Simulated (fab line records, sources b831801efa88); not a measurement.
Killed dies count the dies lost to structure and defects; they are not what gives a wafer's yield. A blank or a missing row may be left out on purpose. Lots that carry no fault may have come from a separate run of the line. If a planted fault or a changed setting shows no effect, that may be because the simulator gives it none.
Split-lot study -- flow gf180mcu -- 23 wafers read from 5 lots, route of 602 steps

THE SPLIT
At GF_MVPSD_IMPLANT_09, the setting dose-cm2 was moved away from the recipe's 5e+12 on 7 of the 23 wafers read, by -4.3% to +7.4%. All remaining wafers had this setting at the recipe value.

FROM THE SPLIT TO THE READING: what the file shows between them, 12 steps
- GF_VT_IMPLANT_COAT_02: resist thk 1000 nm (also split here: resist-thk-nm)
- GF_VT_IMPLANT_SOFTBAKE_03: time 60 s
- GF_VT_IMPLANT_EXPOSE_04: exposes mask LVPWELL LV AREA, target cd 600 nm
- GF_VT_IMPLANT_IMPLANT_08
- GF_VT_IMPLANT_STRIP_09: strips in O2/N2
- GF_VT_IMPLANT_IMPLANT_30 (also split here: energy-kev)
- GF_VT_IMPLANT_SOFTBAKE_36: time 60 s (also split here: temp-c)
- GF_VT_IMPLANT_EXPOSE_37: exposes mask Nwell HV AREA, target cd 860 nm
- GF_VT_IMPLANT_PEB_38
- GF_VT_IMPLANT_IMPLANT_41
- GF_VT_IMPLANT_STRIP_42: strips in O2/N2
- GF_VT_IMPLANT_CLEAN_44: cleans in SC1/SC2, time 150 s

THE READING
Measured at GF_VT_IMPLANT_RS_MEAS_49 by four-point probe: MVPSD_RS, in ohm/sq. Typical for fault-free wafers on this fab line: 1171.6 ohm/sq, with standard deviation 3 ohm/sq.

wafer,"tool, chamber at the split",dose-cm2 as run,against the recipe,"MVPSD_RS, ohm/sq",against lot-mates on the recipe
L077.1,"implanter-01, 0",5e+12,recipe,1174.9,-
L077.3,"implanter-01, 0",4.783e+12,-4.3%,1185.7,+8.8
L077.4,"implanter-01, 0",5e+12,recipe,1176.5,-
L077.5,"implanter-01, 0",4.783e+12,-4.3%,1182.3,+5.4
L077.6,"implanter-01, 0",5e+12,recipe,1179.2,-
L078.1,"implanter-03, 0",5e+12,recipe,1167.2,-
L078.3,"implanter-03, 0",5e+12,recipe,1167.6,-
L078.4,"implanter-03, 0",5e+12,recipe,1169.5,-
L078.5,"implanter-03, 0",5e+12,recipe,1168.3,-
L078.6,"implanter-03, 0",5e+12,recipe,1170.3,-
L080.2,"implanter-04, 0",5e+12,recipe,1171.4,-
L080.3,"implanter-04, 0",5e+12,recipe,1176.5,-
L080.4,"implanter-04, 0",5e+12,recipe,1170.9,-
L082.1,"implanter-01, 0",4.869e+12,-2.6%,1175.9,+3.1
L082.2,"implanter-01, 0",5e+12,recipe,1172.7,-
L082.3,"implanter-01, 0",4.869e+12,-2.6%,1175.6,+2.8
L082.4,"implanter-01, 0",4.869e+12,-2.6%,1176.8,+4.0
L082.6,"implanter-01, 0",5e+12,recipe,1172.9,-
L083.1,"implanter-04, 0",5.372e+12,+7.4%,1162.0,-10.5
L083.2,"implanter-04, 0",5e+12,recipe,1173.7,-
L083.3,"implanter-04, 0",5.372e+12,+7.4%,1160.6,-11.9
L083.4,"implanter-04, 0",5e+12,recipe,1171.2,-
L083.5,"implanter-04, 0",5e+12,recipe,1172.5,-

THE FIT
A straight line over all 23 wafers: MVPSD_RS changes by -1.74 ohm/sq for each +1% of dose-cm2; r = -0.84; the points scatter about the line by 3.2 ohm/sq.
The same after taking each lot's own level away (the mean of its wafers on the recipe; 23 wafers): -1.5 ohm/sq for each +1%; r = -0.94; scatter 1.5 ohm/sq.
The reading moves by 11 ohm/sq for the largest change in dose-cm2, on that fit.
From 1168.58 to 1176.87 ohm/sq: that is the span of the lots' own levels, equal to 2.8 times the standard deviation above.
In other words, the slope is changed by the lot-to-lot level; the two fits disagree.
Check: with one of the wafers moved furthest among these (+7.4%) left out of the fit, the line predicts -11.7 ohm/sq for it against its lot-mates. Against them it came out at -10.5 ohm/sq.

OTHER SPLITS ON THESE WAFERS
Other splits were also applied to these wafers ahead of the reading. Each is held against what the fit with the lots' levels taken away leaves over:
other split on the same wafers,wafers away from the commonest value,r with MVPSD_RS (lot level and that fit taken away)
GF_STI_OXIDATION_01 ox-time-s,15,+0.02
GF_STI_OXIDATION_21 temp-c,10,-0.04
GF_NWELL_IMPLANT_08 energy-kev,6,+0.20
GF_MVSD_IMPLANT_08 energy-kev,10,-0.07
GF_VT_IMPLANT_COAT_02 resist-thk-nm,7,-0.02
GF_VT_IMPLANT_IMPLANT_30 energy-kev,5,-0.19
GF_VT_IMPLANT_SOFTBAKE_36 temp-c,6,-0.08

THE FILE'S OWN FIT
MVPSD_RS changes by -1.51 ohm/sq for each +1% of dose-cm2, r = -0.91.
